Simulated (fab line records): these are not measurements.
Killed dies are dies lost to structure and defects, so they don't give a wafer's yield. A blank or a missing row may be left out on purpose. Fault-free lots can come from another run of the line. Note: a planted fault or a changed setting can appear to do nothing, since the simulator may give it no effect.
Chamber matching	flow sky130	rie_diel-02 running SKY_VIA3_ETCH_14: 4 sister chambers
The step etches BARC in N2/H2, stops on SiO2, time 45.9 s, target depth 60 nm. 8 wafers are shown with their chamber, then 8 later ones without.

WAFERS, EACH WITH ITS CHAMBER
wafer	chamber	oes_product_au (a.u.)	throttle_valve_pct (%)
L083.4	3	0.862	13.237
L085.2	0	0.860	13.221
L085.3	1	0.856	13.240
L085.4	3	0.857	13.216
L086.2	2	0.853	13.217
L086.4	0	0.856	13.211
L086.5	1	0.852	13.227
L090.2	2	0.859	13.209

WAFERS WITH NO CHAMBER GIVEN
wafer	oes_product_au (a.u.)	throttle_valve_pct (%)
L090.3	0.855	13.223
L090.6	0.865	13.223
L092.3	0.849	13.233
L092.4	0.851	13.232
L092.5	0.853	13.205
L097.2	0.852	13.238
L097.4	0.855	13.238
L097.6	0.856	13.216

WHICH CHAMBER EACH WENT THROUGH
wafer	from the rows above	in truth
L090.3	can't be placed: 2 or 1 or 0 or 3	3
L090.6	can't be placed: 3 or 0 or 2 or 1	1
L092.3	can't be placed: 1 or 2 or 3 or 0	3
L092.4	can't be placed: 1 or 2 or 3 or 0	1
L092.5	can't be placed: 2 or 0 or 3 or 1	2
L097.2	can't be placed: 1 or 3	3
L097.4	can't be placed: 1 or 3 or 0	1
L097.6	can't be placed: 2 or 0 or 3 or 1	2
Correctly placed: 0 of 8. Can't be placed from these rows: 8 (the true chamber is among the candidates in 8). Placed wrongly: 0.
How it was worked out, from the rows above alone: a wafer's distance from a chamber is the root of the sum, over the readings, of the square of ((its reading less the chamber's mean) divided by the reading's scatter). If the next closest chamber is less than 2 further off than the closest, the wafer can't be placed; otherwise it belongs to the closest. Each chamber's mean is taken over the wafers shown for it. The scatter: take each reading less its chamber's mean, square it, sum over the shown wafers, divide by the number of wafers less the number of chambers, and take the root.
